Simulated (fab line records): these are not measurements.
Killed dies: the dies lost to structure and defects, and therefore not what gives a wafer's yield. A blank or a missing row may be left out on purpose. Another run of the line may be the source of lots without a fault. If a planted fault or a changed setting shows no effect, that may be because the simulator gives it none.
Which tool is to blame?    flow sky130    6 lots with 18 wafers sampled at 2 steps, on a route of 708 steps

## WHAT THE GAUGES SHOWED, per wafer
SKY_METAL1_THK_MEAS_06: measures by xrf.
lot   measured      on             METAL1_ALCU_THK (nm)
L665  day 32 03:05  film-metro-02  252.5 251.1 250.8
L667  day 32 18:24  film-metro-04  258.0 252.8 257.1
L670  day 34 01:34  film-metro-04  251.2 251.1 250.1
L675  day 36 07:53  film-metro-03  251.1 249.7 251.9
L678  day 36 21:33  film-metro-03  249.2 246.9 248.2
L686  day 38 20:24  film-metro-04  256.4 251.7 252.1

## WHICH TOOL RAN EACH LOT (tool, then ch and the chambers of the sampled wafers, then the start)
lot   SKY_CONTACT_ETCH_18
L665  rie-diel-03 ch 0,1,3, day 32 03:05 or earlier
L667  rie-diel-04 ch 0,2,3, day 32 18:24 or earlier
L670  rie-diel-02 ch 0,2, day 34 01:34 or earlier
L675  rie-diel-04 ch 1,2, day 36 07:53 or earlier
L678  rie-diel-03 ch 1,2, day 36 21:33 or earlier
L686  rie-diel-03 ch 0,3, day 38 20:24 or earlier
- SKY_CONTACT_ETCH_18: etches Si3N4 in CHF3/O2, stops on TiN, time 39 s, target depth 75 nm.

## THE ANSWER, worked out from the rows above alone
Rule: the lots themselves supply what counts as usual. The widest of any qualifying gaps counts: lots, ordered by their means at a reading, are off when they make up no more than a third of the lots, leave a main group of 4 or more, and stand apart from it by 3 or more times the standard deviation of that group's means. A main group whose means are all the same, to the digits that the tables above print for the reading, isn't used. A lot without any number at a reading at which 4 lots or more have one is off too. Any other lot the step has rows for is counted as sound.
No lot is off on any of the readings shown, so nothing can be concluded from this.

## WHAT WAS PUT IN BY THE SIMULATOR
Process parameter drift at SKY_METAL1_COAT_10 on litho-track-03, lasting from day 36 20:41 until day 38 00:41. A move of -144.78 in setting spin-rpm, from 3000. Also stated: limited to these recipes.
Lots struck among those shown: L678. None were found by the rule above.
